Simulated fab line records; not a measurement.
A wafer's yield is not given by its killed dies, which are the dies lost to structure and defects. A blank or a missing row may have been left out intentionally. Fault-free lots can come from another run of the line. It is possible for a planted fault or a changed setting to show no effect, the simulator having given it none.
fab line records ; flow sky130 ; part 1 of 2: steps 1 to 30 of 42
[record] lots = 5; wafers = 15; last_day = 51
route steps=708 shown CAP2M@605 METAL4@621 VIA4@639
lots that met no fault: from a run of the same line without faults
start_h: the number of hours between the record's first day and the start of the first shown wafer of the lot ; wait_h: hours since the lot's step before ; " identical to the entry in the row above ; L1.1+2: one row covering several wafers at once ; - no value, or no start was given ; * or withheld: withheld ; < > ~ a bound
route shown NAME@n: a module of which the file shows steps, and the number in the route of the first ; usual: mean and standard deviation over wafers with no fault ; same: alike in all rows ; chamber/n: place in a boat ; sites: per-site readings ; _std_site: their standard deviation ; _edge_site: inner sites' mean taken away from outer sites' mean ; radius_mm: for every site, how far away it sits from the centre of the wafer ; mask NAME#n: copy n ; behind: the most recent tool/chamber to have shaped the wafer ; hold: cause of the lot's hold/its duration in hours/its outcome ; device: transistor that didn't switch, given as n, p or np ; end of line: at the end of the route, the tests of the same wafers ; a step with no rows: only its recipe ; killed: count of dies lost to structure and defects at first sort (not the wafer's yield) ; map: shows each die of a wafer: x if killed, . if not, _ if none is there
set.NAME: the run value of the setting; set.NAME@STEP: its run value at that earlier step ; model.NAME: the simulator's own value behind a step, which no gauge read
certain route steps with their lots: each step a table, each wafer a row
services: from which hour (start_h, from the record's first day; less than 0 if before it) a tool's chamber was out of use, for how many hours, and why
[[steps]]
[step SKY_CAP2M_SPUTTER_02]
[recipe] material = TiN; target_thk_nm = 200; temp_c = 300; power_w = 6500; time_s = 166.7; chamber_pressure_pa = 0.4
[usual] cathode_dc_power_W = 6500.0/1.2; throttle_valve_pct = 29.8/1.1
lot.wafer;tool;chamber;start_h;wait_h;cathode_dc_power_W;throttle_valve_pct
L082.1;pvd_sputter-03;-;981.78;0.1;6498.0;30.7
L082.5;pvd_sputter-03;-;981.78;0.1;6499.6;27.8
L082.6;pvd_sputter-03;-;981.78;0.1;6501.4;29.9
L083.2;pvd_sputter-03;-;982.69;0.0;6500.7;30.1
L083.3;pvd_sputter-03;-;982.69;0.0;6499.0;27.4
L083.5;pvd_sputter-03;-;982.69;0.0;6497.8;28.8
L087.1;pvd_sputter-02;-;1090.40;0.1;6499.9;31.7
L087.3;pvd_sputter-02;-;1090.40;0.1;6499.1;28.9
L087.4;pvd_sputter-02;-;1090.40;0.1;6499.1;30.5
L093.3;pvd_sputter-02;-;1091.29;0.0;6500.4;29.7
L093.4;pvd_sputter-02;-;1091.29;0.0;6501.8;30.9
L093.5;pvd_sputter-02;-;1091.29;0.0;6499.2;30.6
L096.1;pvd_sputter-03;-;1101.51;0.1;6502.4;30.7
L096.3;pvd_sputter-03;-;1101.51;0.1;6498.2;27.5
L096.6;pvd_sputter-03;-;1101.51;0.1;6499.7;30.9
[step SKY_CAP2M_RS_MEAS_03]
[recipe] thk_meas_gauge = four-point-probe; reads = TiN_of_CAP2M_SPUTTER_02
[usual] CAP2M_TIN_RS = 6.90/0.078
lot.wafer;tool;chamber;start_h;wait_h;CAP2M_TIN_RS[ohm/sq]
L082.1;film_metro-02;-;981.89;0.1;6.96
L082.5;film_metro-02;-;981.89;0.1;6.92
L082.6;film_metro-02;-;981.89;0.1;6.85
L083.2;film_metro-01;-;982.82;0.1;7.07
L083.3;film_metro-01;-;982.82;0.1;7.06
L083.5;film_metro-01;-;982.82;0.1;7.01
L087.1;film_metro-02;-;1090.51;0.1;6.92
L087.3;film_metro-02;-;1090.51;0.1;6.87
L087.4;film_metro-02;-;1090.51;0.1;6.93
L093.3;film_metro-01;-;1091.44;0.1;6.98
L093.4;film_metro-01;-;1091.44;0.1;7.00
L093.5;film_metro-01;-;1091.44;0.1;7.02
L096.1;film_metro-01;-;1101.61;0.1;6.97
L096.3;film_metro-01;-;1101.61;0.1;6.97
L096.6;film_metro-01;-;1101.61;0.1;6.89
[step SKY_CAP2M_THK_MEAS_04]
[recipe] thk_meas_gauge = xrf; reads = TiN_of_CAP2M_SPUTTER_02
[usual] CAP2M_TIN_THK = 201.8/2.3
lot.wafer;tool;chamber;start_h;wait_h;CAP2M_TIN_THK[nm]
L082.1;film_metro-02;-;982.01;0.1;200.2
L082.5;film_metro-02;-;982.01;0.1;199.5
L082.6;film_metro-02;-;982.01;0.1;202.8
L083.2;film_metro-01;-;982.93;0.1;197.9
L083.3;film_metro-01;-;982.93;0.1;197.7
L083.5;film_metro-01;-;982.93;0.1;198.5
L087.1;film_metro-02;-;1090.63;0.1;200.4
L087.3;film_metro-02;-;1090.63;0.1;200.9
L087.4;film_metro-02;-;1090.63;0.1;200.5
L093.3;film_metro-01;-;1091.54;0.1;200.5
L093.4;film_metro-01;-;1091.54;0.1;199.1
L093.5;film_metro-01;-;1091.54;0.1;199.0
L096.1;film_metro-01;-;1101.73;0.1;200.6
L096.3;film_metro-01;-;1101.73;0.1;199.4
L096.6;film_metro-01;-;1101.73;0.1;202.0
[step SKY_CAP2M_DEHYDRATE_05]
[recipe] temp_c = 200; time_s = 60
lot.wafer;tool;chamber;start_h;wait_h
L082.1+5+6;litho_track-02;0;994.99;13.0
L083.2+3+5;litho_track-04;0;996.31;13.4
L087.1+3+4;litho_track-04;0;1101.58;10.9
L093.3+4+5;litho_track-01;0;1102.53;11.0
L096.1+3+6;litho_track-01;0;1109.03;7.3
[step SKY_CAP2M_HMDS_06]
[recipe] prime_time_s = 60; prime_temp_c = 120
lot.wafer;tool;chamber;start_h;wait_h
L082.1+5+6;litho_track-02;0;995.14;0.1
L083.2+3+5;litho_track-04;0;996.46;0.1
L087.1+3+4;litho_track-04;0;1101.73;0.1
L093.3+4+5;litho_track-01;0;1102.68;0.1
L096.1+3+6;litho_track-01;0;1109.18;0.1
[step SKY_CAP2M_COAT_07]
[recipe] resist = NOVOLAK; spin_rpm = 3000; resist_thk_nm = 1140
lot.wafer;tool;chamber;start_h;wait_h
L082.1+5+6;litho_track-02;0;995.29;0.1
L083.2+3+5;litho_track-04;0;996.61;0.1
L087.1+3+4;litho_track-04;0;1101.88;0.1
L093.3+4+5;litho_track-01;0;1102.83;0.1
L096.1+3+6;litho_track-01;0;1109.33;0.1
[step SKY_CAP2M_SOFTBAKE_08]
[recipe] temp_c = 90; time_s = 60; resist = NOVOLAK
lot.wafer;tool;chamber;start_h;wait_h
L082.1+5+6;litho_track-02;0;995.44;0.1
L083.2+3+5;litho_track-04;0;996.76;0.1
L087.1+3+4;litho_track-04;0;1102.03;0.1
L093.3+4+5;litho_track-01;0;1102.98;0.1
L096.1+3+6;litho_track-01;0;1109.48;0.1
[step SKY_CAP2M_EXPOSE_09]
[recipe] mask_id = CAP2M; na = 0.6; source_shape = conventional; sigma_outer = 0.6; polarization = unpolarized; target_cd_nm = 1000; dose_mj = 159
lot.wafer;tool;chamber;start_h;wait_h;mask
L082.1+5+6;iline_stepper-01;0;-;-;CAP2M#0
L083.2+3+5;iline_stepper-02;0;-;-;CAP2M#0
L087.1+3+4;iline_stepper-02;0;-;-;CAP2M#0
L093.3+4+5;iline_stepper-02;0;-;-;CAP2M#0
L096.1+3+6;iline_stepper-01;0;-;-;CAP2M#0
[step SKY_CAP2M_PEB_10]
[recipe] temp_c = withheld; time_s = *; resist = NOVOLAK
lot.wafer;tool;chamber;start_h;wait_h
L082.1+5+6;litho_track-02;0;-;-
L083.2+3+5;litho_track-02;0;-;-
L087.1+3+4;litho_track-01;0;-;-
L093.3+4+5;litho_track-02;0;-;-
L096.1+3+6;litho_track-02;0;-;-
[step SKY_CAP2M_DEVELOP_11]
[recipe] resist = NOVOLAK; developer = TMAH; develop_time_s = 60; dev_temp_c = 23
lot.wafer;tool;chamber;start_h;wait_h
L082.1+5+6;litho_track-02;0;1005.19;0.1
L083.2+3+5;litho_track-02;0;1006.31;0.1
L087.1+3+4;litho_track-01;0;1109.78;0.1
L093.3+4+5;litho_track-02;0;1110.54;0.1
L096.1+3+6;litho_track-02;0;1120.04;0.1
[step SKY_CAP2M_OVL_MEAS_12]
[usual] CAP2M_OVL = 0.3/1.5
lot.wafer;tool;chamber;start_h;wait_h;CAP2M_OVL[nm]
L082.1;overlay-02;-;1005.34;0.1;1.4
L082.5;overlay-02;-;1005.34;0.1;0.9
L082.6;overlay-02;-;1005.34;0.1;0.2
L083.2;overlay-02;-;1006.44;0.1;1.2
L083.3;overlay-02;-;1006.44;0.1;2.3
L083.5;overlay-02;-;1006.44;0.1;2.7
L087.1;overlay-02;-;1109.93;0.1;2.0
L087.3;overlay-02;-;1109.93;0.1;2.8
L087.4;overlay-02;-;1109.93;0.1;1.4
L093.3;overlay-01;-;1110.65;0.1;-0.5
L093.4;overlay-01;-;1110.65;0.1;-0.1
L093.5;overlay-01;-;1110.65;0.1;-0.8
L096.1;overlay-01;-;1120.19;0.1;0.1
L096.3;overlay-01;-;1120.19;0.1;-1.2
L096.6;overlay-01;-;1120.19;0.1;-0.7
[step SKY_CAP2M_METAL_ETCH_13]
[recipe] target_depth_nm = 220; stop_on = SiO2; chemistry = Cl2/BCl3; target = TiN; pressure_mtorr = 10; icp_w = 900; bias_w = 48.5; Cl2_flow_sccm = 60; bcl3_flow_sccm = 30; time_s = 62.9
[usual] drypump_motor_current_A = 5.9/0.51; oes_product_au = 0.942/0.0074; throttle_valve_pct = 21.900/0.01
lot.wafer;tool;chamber;start_h;wait_h;drypump_motor_current_A;oes_product_au;rf_hours_counter_h;throttle_valve_pct
L082.1;rie_metal-03;1;1005.37;0.0;6.0;0.942;16;21.896
L082.5;rie_metal-03;1;1005.37;0.0;6.0;0.944;-;21.909
L082.6;rie_metal-03;0;1005.37;0.0;5.9;0.943;-;21.898
L083.2;rie_metal-01;0;1006.47;0.0;6.3;0.930;13;21.919
L083.3;rie_metal-01;0;1006.47;0.0;6.3;0.925;-;21.899
L083.5;rie_metal-01;1;1006.47;0.0;5.8;0.935;-;21.913
L087.1;rie_metal-04;1;1109.97;0.0;6.1;0.939;17;21.902
L087.3;rie_metal-04;0;1109.97;0.0;4.6;0.936;-;21.892
L087.4;rie_metal-04;1;1109.97;0.0;6.2;0.937;-;21.899
L093.3;rie_metal-03;1;1110.70;0.0;6.0;0.933;-;21.900
L093.4;rie_metal-03;0;1110.70;0.0;5.9;0.934;-;21.901
L093.5;rie_metal-03;1;1110.70;0.0;6.0;0.928;-;21.908
L096.1;rie_metal-01;0;1120.22;0.0;6.3;0.936;19;21.896
L096.3;rie_metal-01;0;1120.22;0.0;6.3;0.923;-;21.911
L096.6;rie_metal-01;0;1120.22;0.0;6.2;0.935;-;21.914
[step SKY_CAP2M_STRIP_14]
[recipe] chemistry = O2/N2; power_w = 1400; pressure_mtorr = 1500; platen_temp_c = withheld; o2_flow_sccm = 3000; n2_flow_sccm = 300; overash_fraction = 0.5
[usual] drypump_motor_current_A = 5.5/0.4; oes_product_au = 0.710/0.0045; strip_time_to_endpoint_s = 12.67/0.043
lot.wafer;tool;chamber;start_h;wait_h;drypump_motor_current_A;oes_product_au;rf_hours_counter_h;strip_time_to_endpoint_s
L082.1;plasma_asher-03;0;1005.45;0.1;5.9;0.715;118;12.69
L082.5;plasma_asher-03;1;1005.45;0.1;5.4;0.707;-;12.71
L082.6;plasma_asher-03;0;1005.45;0.1;5.9;0.712;-;12.66
L083.2;plasma_asher-02;0;1006.55;0.1;5.6;0.713;59;12.71
L083.3;plasma_asher-02;0;1006.55;0.1;5.6;0.714;-;12.72
L083.5;plasma_asher-02;0;1006.55;0.1;5.6;0.708;-;12.70
L087.1;plasma_asher-03;0;1110.07;0.1;5.9;0.716;5;12.67
L087.3;plasma_asher-03;0;1110.07;0.1;5.9;0.708;-;12.64
L087.4;plasma_asher-03;1;1110.07;0.1;5.5;0.711;-;12.67
L093.3;plasma_asher-02;1;1110.78;0.1;5.3;0.708;-;12.71
L093.4;plasma_asher-02;0;1110.78;0.1;5.6;0.710;-;12.60
L093.5;plasma_asher-02;0;1110.78;0.1;5.6;0.719;-;12.67
L096.1;plasma_asher-01;1;1120.38;0.1;5.9;0.712;95;12.62
L096.3;plasma_asher-01;0;1120.38;0.1;4.7;0.716;-;12.61
L096.6;plasma_asher-01;1;1120.38;0.1;5.9;0.712;-;12.60
[step SKY_CAP2M_STRIP_15]
[recipe] chemistry = post_etch_residue_remover; time_s = 1200; temp_c = 72.5
[usual] temp_c = 72.48/0.14
lot.wafer;tool;chamber;start_h;wait_h;temp_c
L082.1;wet_bench-02;2;1005.66;0.2;72.27
L082.5;wet_bench-02;2;1005.66;0.2;72.46
L082.6;wet_bench-02;2;1005.66;0.2;72.43
L083.2;wet_bench-04;3;1006.65;0.1;72.70
L083.3;wet_bench-04;3;1006.65;0.1;72.59
L083.5;wet_bench-04;3;1006.65;0.1;72.72
L087.1;wet_bench-04;0;1110.17;0.1;72.61
L087.3;wet_bench-04;0;1110.17;0.1;72.45
L087.4;wet_bench-04;0;1110.17;0.1;72.46
L093.3;wet_bench-02;3;1110.85;0.0;72.53
L093.4;wet_bench-02;3;1110.85;0.0;72.75
L093.5;wet_bench-02;3;1110.85;0.0;72.56
L096.1;wet_bench-04;0;1120.48;0.1;72.57
L096.3;wet_bench-04;0;1120.48;0.1;72.48
L096.6;wet_bench-04;0;1120.48;0.1;72.59
[step SKY_CAP2M_CLEAN_16]
[recipe] chemistry = IPA; time_s = 180; temp_c = 25
[usual] temp_c = 25.00/0.1
lot.wafer;tool;chamber;start_h;wait_h;temp_c
L082.1;wet_bench-04;0;1006.03;0.0;25.01
L082.5;wet_bench-04;0;1006.03;0.0;24.91
L082.6;wet_bench-04;0;1006.03;0.0;24.82
L083.2;wet_bench-03;1;1006.99;0.0;25.13
L083.3;wet_bench-03;1;1006.99;0.0;25.03
L083.5;wet_bench-03;1;1006.99;0.0;25.08
L087.1;wet_bench-02;3;1110.51;0.0;24.98
L087.3;wet_bench-02;3;1110.51;0.0;25.04
L087.4;wet_bench-02;3;1110.51;0.0;24.88
L093.3;wet_bench-04;3;1111.19;0.0;24.86
L093.4;wet_bench-04;3;1111.19;0.0;24.79
L093.5;wet_bench-04;3;1111.19;0.0;25.02
L096.1;wet_bench-02;0;1120.82;0.0;24.90
L096.3;wet_bench-02;0;1120.82;0.0;24.87
L096.6;wet_bench-02;0;1120.82;0.0;25.07
[step SKY_CAP2M_CLEAN_17]
[recipe] chemistry = O3/DIW; dry = n2_spin
lot.wafer;tool;chamber;start_h;wait_h
L082.1+5+6;wet_bench-02;1;1006.09;0.0
L083.2+3+5;wet_bench-02;3;1007.07;0.0
L087.1+3+4;wet_bench-04;1;1110.57;0.0
L093.3+4+5;wet_bench-03;1;1111.25;0.0
L096.1+3+6;wet_bench-03;1;1120.88;0.0
[step SKY_METAL4_DEHYDRATE_05]
[recipe] temp_c = 200; time_s = 60
lot.wafer;tool;chamber;start_h;wait_h
L082.1+5+6;litho_track-01;0;1016.98;10.8
L083.2+3+5;litho_track-03;0;1018.96;11.8
L087.1+3+4;litho_track-01;0;1120.88;10.2
L093.3+4+5;litho_track-02;0;1121.64;10.3
L096.1+3+6;litho_track-01;0;1129.33;8.4
[step SKY_METAL4_HMDS_06]
[recipe] prime_time_s = 60; prime_temp_c = 120
lot.wafer;tool;chamber;start_h;wait_h
L082.1+5+6;litho_track-01;0;1017.13;0.1
L083.2+3+5;litho_track-03;0;1019.11;0.1
L087.1+3+4;litho_track-01;0;1121.03;0.1
L093.3+4+5;litho_track-02;0;1121.79;0.1
L096.1+3+6;litho_track-01;0;1129.48;0.1
[step SKY_METAL4_COAT_07]
[recipe] resist = BARC; temp_c = withheld; time_s = withheld; spin_rpm = 3000; resist_thk_nm = 60
lot.wafer;tool;chamber;start_h;wait_h
L082.1+5+6;litho_track-01;0;1017.28;0.1
L083.2+3+5;litho_track-03;0;1019.26;0.1
L087.1+3+4;litho_track-01;0;1121.18;0.1
L093.3+4+5;litho_track-02;0;1121.94;0.1
L096.1+3+6;litho_track-01;0;1129.63;0.1
[step SKY_METAL4_COAT_08]
[recipe] resist = KrF-thick; spin_rpm = 3000; resist_thk_nm = 1140
lot.wafer;tool;chamber;start_h;wait_h
L082.1+5+6;litho_track-01;0;-;-
L083.2+3+5;litho_track-03;0;-;-
L087.1+3+4;litho_track-01;0;-;-
L093.3+4+5;litho_track-02;0;-;-
L096.1+3+6;litho_track-01;0;-;-
[step SKY_METAL4_SOFTBAKE_09]
[recipe] temp_c = 100; time_s = 90; resist = KrF-thick
lot.wafer;tool;chamber;start_h;wait_h
L082.1+5+6;litho_track-01;0;-;-
L083.2+3+5;litho_track-03;0;-;-
L087.1+3+4;litho_track-01;0;-;-
L093.3+4+5;litho_track-02;0;-;-
L096.1+3+6;litho_track-01;0;-;-
[step SKY_METAL4_EXPOSE_10]
[recipe] mask_id = MM4; na = 0.68; source_shape = annular; sigma_inner = 0.4; sigma_outer = 0.8; target_cd_nm = 300; dose_mj = 28
lot.wafer;tool;chamber;start_h;wait_h;mask
L082.1+5+6;krf_scanner-01;0;-;-;MM4#0
L083.2+3+5;krf_scanner-01;0;-;-;MM4#0
L087.1+3+4;krf_scanner-02;0;-;-;MM4#0
L093.3+4+5;krf_scanner-02;0;-;-;MM4#0
L096.1+3+6;krf_scanner-02;0;-;-;MM4#0
[step SKY_METAL4_PEB_11]
[recipe] peb_temp_c = withheld; peb_time_s = withheld; resist = KrF-thick
lot.wafer;tool;chamber;start_h;wait_h
L082.1+5+6;litho_track-02;0;-;-
L083.2+3+5;litho_track-02;0;-;-
L087.1+3+4;litho_track-01;0;-;-
L093.3+4+5;litho_track-03;0;-;-
L096.1+3+6;litho_track-02;0;-;-
[step SKY_METAL4_DEVELOP_12]
[recipe] develop_time_s = 60; resist = KrF-thick; dev_temp_c = 21
lot.wafer;tool;chamber;start_h;wait_h
L082.1+5+6;litho_track-02;0;-;-
L083.2+3+5;litho_track-02;0;-;-
L087.1+3+4;litho_track-01;0;-;-
L093.3+4+5;litho_track-03;0;-;-
L096.1+3+6;litho_track-02;0;-;-
[step SKY_METAL4_CD_MEAS_13]
[recipe] target_cd_nm = 300
[usual] cd_nm = 299.6/1.2
lot.wafer;tool;chamber;start_h;wait_h;cd_nm
L082.1;cd_sem-01;-;1028.74;-;299.7
L082.5;cd_sem-01;-;1028.74;-;299.1
L082.6;cd_sem-01;-;1028.74;-;299.9
L083.2;cd_sem-02;-;1029.76;-;298.5
L083.3;cd_sem-02;-;1029.76;-;299.0
L083.5;cd_sem-02;-;1029.76;-;299.6
L087.1;cd_sem-02;-;1130.48;-;298.7
L087.3;cd_sem-02;-;1130.48;-;298.1
L087.4;cd_sem-02;-;1130.48;-;299.1
L093.3;cd_sem-02;-;1131.13;-;298.5
L093.4;cd_sem-02;-;1131.13;-;300.4
L093.5;cd_sem-02;-;1131.13;-;299.6
L096.1;cd_sem-01;-;1140.54;-;301.4
L096.3;cd_sem-01;-;1140.54;-;300.3
L096.6;cd_sem-01;-;1140.54;-;300.7
[step SKY_METAL4_OVL_MEAS_14]
[usual] METAL4_OVL = -1/5.6
lot.wafer;tool;chamber;start_h;wait_h;METAL4_OVL[nm]
L082.1;overlay-01;-;1028.88;0.1;-1
L082.5;overlay-01;-;1028.88;0.1;1
L082.6;overlay-01;-;1028.88;0.1;2
L083.2;overlay-02;-;1029.86;0.1;7
L083.3;overlay-02;-;1029.86;0.1;2
L083.5;overlay-02;-;1029.86;0.1;3
L087.1;overlay-01;-;1130.60;0.1;-3
L087.3;overlay-01;-;1130.60;0.1;-4
L087.4;overlay-01;-;1130.60;0.1;-1
L093.3;overlay-02;-;1131.22;0.1;-12
L093.4;overlay-02;-;1131.22;0.1;-15
L093.5;overlay-02;-;1131.22;0.1;-6
L096.1;overlay-02;-;1140.66;0.1;5
L096.3;overlay-02;-;1140.66;0.1;-6
L096.6;overlay-02;-;1140.66;0.1;-4
[step SKY_METAL4_DESCUM_15]
[recipe] chemistry = O2; source_power_w = 150; bias_power_w = 0; pressure_mtorr = 10; temp_c = 40; time_s = 8
[usual] drypump_motor_current_A = 5.7/0.64; oes_product_au = 0.997/0.0087; temp_c = 40.01/0.11
lot.wafer;tool;chamber;start_h;wait_h;drypump_motor_current_A;oes_product_au;rf_hours_counter_h;temp_c
L082.1;rie_metal-01;0;1028.92;0.0;6.3;0.991;14;40.06
L082.5;rie_metal-01;0;1028.92;0.0;6.2;1.000;-;39.94
L082.6;rie_metal-01;1;1028.92;0.0;5.8;0.999;-;39.84
L083.2;rie_metal-01;0;1029.89;0.0;6.2;1.000;14;40.15
L083.3;rie_metal-01;1;1029.89;0.0;5.7;1.007;-;40.11
L083.5;rie_metal-01;1;1029.89;0.0;5.7;1.003;-;39.99
L087.1;rie_metal-02;0;1130.64;0.0;5.7;0.998;20;40.03
L087.3;rie_metal-02;0;1130.64;0.0;5.7;1.001;-;40.03
L087.4;rie_metal-02;1;1130.64;0.0;6.2;0.991;-;40.01
L093.3;rie_metal-04;1;1131.26;0.0;6.1;0.993;-;39.79
L093.4;rie_metal-04;0;1131.26;0.0;4.6;1.000;-;39.99
L093.5;rie_metal-04;0;1131.26;0.0;4.6;1.013;-;40.08
L096.1;rie_metal-04;0;1140.69;0.0;4.6;1.016;13;40.03
L096.3;rie_metal-04;1;1140.69;0.0;6.2;0.988;-;39.99
L096.6;rie_metal-04;1;1140.69;0.0;6.2;0.991;-;40.06
[step SKY_METAL4_ETCH_16]
[recipe] chemistry = N2/H2; target = BARC; ion_energy_ev = 200; bias_w = 100; pressure_mtorr = 30; n2_flow_sccm = 100; h2_flow_sccm = 200; icp_w = 500; stop_on = SiO2; time_s = 88.2; target_depth_a = 600
[usual] drypump_motor_current_A = 5.7/0.64; oes_product_au = 0.626/0.0047; throttle_valve_pct = 13.205/0.0088
lot.wafer;tool;chamber;start_h;wait_h;drypump_motor_current_A;oes_product_au;rf_hours_counter_h;throttle_valve_pct
L082.1;rie_metal-01;0;1028.95;0.0;6.3;0.623;14;13.218
L082.5;rie_metal-01;0;1028.95;0.0;6.3;0.627;-;13.195
L082.6;rie_metal-01;1;1028.95;0.0;5.8;0.632;-;13.201
L083.2;rie_metal-01;0;1029.92;0.0;6.3;0.617;14;13.213
L083.3;rie_metal-01;1;1029.92;0.0;5.8;0.617;-;13.196
L083.5;rie_metal-01;1;1029.92;0.0;5.8;0.639;-;13.197
L087.1;rie_metal-02;0;1130.67;0.0;5.7;0.627;20;13.199
L087.3;rie_metal-02;0;1130.67;0.0;5.7;0.630;-;13.194
L087.4;rie_metal-02;1;1130.67;0.0;6.2;0.628;-;13.197
L093.3;rie_metal-04;1;1131.31;0.0;6.2;0.616;-;13.194
L093.4;rie_metal-04;0;1131.31;0.0;4.6;0.622;-;13.192
L093.5;rie_metal-04;0;1131.31;0.0;4.6;0.623;-;13.191
L096.1;rie_metal-04;0;1140.72;0.0;4.6;0.628;13;13.206
L096.3;rie_metal-04;1;1140.72;0.0;6.2;0.618;-;13.208
L096.6;rie_metal-04;1;1140.72;0.0;6.2;0.624;-;13.199
[step SKY_METAL4_ETCH_17]
[recipe] target = SiO2; stop_on = TiN; chemistry = C4F8/O2/Ar; source_w = 1500; bias_w = 1200; pressure_mtorr = 40; c4f8_flow_sccm = withheld; O2_flow_sccm = 6; Ar_flow_sccm = 300; time_s = 3.9; target_depth_a = 150
[usual] oes_product_au = 0.753/0.0072
lot.wafer;tool;chamber;start_h;wait_h;oes_product_au;rf_hours_counter_h
L082.1;rie_diel-02;3;1029.05;0.1;0.754;7
L082.5;rie_diel-02;3;1029.05;0.1;0.769;-
L082.6;rie_diel-02;0;1029.05;0.1;0.758;-
L083.2;rie_diel-02;3;1030.02;0.1;0.755;7
L083.3;rie_diel-02;1;1030.02;0.1;0.736;19
L083.5;rie_diel-02;2;1030.02;0.1;0.749;-
L087.1;rie_diel-01;3;1130.77;0.1;0.746;14
L087.3;rie_diel-01;0;1130.77;0.1;0.743;19
L087.4;rie_diel-01;1;1130.77;0.1;0.749;1
L093.3;rie_diel-03;3;1131.37;0.0;0.758;22
L093.4;rie_diel-03;2;1131.37;0.0;0.741;11
L093.5;rie_diel-03;1;1131.37;0.0;0.744;-
L096.1;rie_diel-02;3;1140.82;0.1;0.751;11
L096.3;rie_diel-02;1;1140.82;0.1;0.752;22
L096.6;rie_diel-02;1;1140.82;0.1;0.768;-
[step SKY_METAL4_METAL_ETCH_18]
[recipe] target_depth_a = 8450; stop_on = SiO2; over_etch_frac = 0.3; time_s = 183.1; chemistry = Cl2/BCl3; resist_sidewall_deg = 88; pressure_mtorr = 10; icp_w = 900; bias_w = 48.5; Cl2_flow_sccm = 60; bcl3_flow_sccm = 30
[usual] drypump_motor_current_A = 5.9/0.5; oes_product_au = 0.866/0.0063; throttle_valve_pct = 22.264/0.0089
lot.wafer;tool;chamber;start_h;wait_h;drypump_motor_current_A;oes_product_au;rf_hours_counter_h;throttle_valve_pct
L082.1;rie_metal-02;0;1029.06;0.0;5.7;0.862;12;22.270
L082.5;rie_metal-02;0;1029.06;0.0;5.7;0.868;-;22.273
L082.6;rie_metal-02;0;1029.06;0.0;5.7;0.865;-;22.271
L083.2;rie_metal-02;1;1030.04;0.0;6.2;0.869;16;22.272
L083.3;rie_metal-02;1;1030.04;0.0;6.2;0.871;-;22.251
L083.5;rie_metal-02;0;1030.04;0.0;5.7;0.861;-;22.262
L087.1;rie_metal-01;0;1130.79;0.0;6.3;0.866;22;22.265
L087.3;rie_metal-01;0;1130.79;0.0;6.3;0.855;-;22.286
L087.4;rie_metal-01;0;1130.79;0.0;6.3;0.864;-;22.267
L093.3;rie_metal-01;0;1131.51;0.1;6.3;0.869;-;22.268
L093.4;rie_metal-01;0;1131.51;0.1;6.3;0.862;-;22.250
L093.5;rie_metal-01;0;1131.51;0.1;6.3;0.874;-;22.268
L096.1;rie_metal-02;1;1140.84;0.0;6.2;0.877;25;22.246
L096.3;rie_metal-02;0;1140.84;0.0;5.6;0.866;-;22.251
L096.6;rie_metal-02;1;1140.84;0.0;6.2;0.860;-;22.281
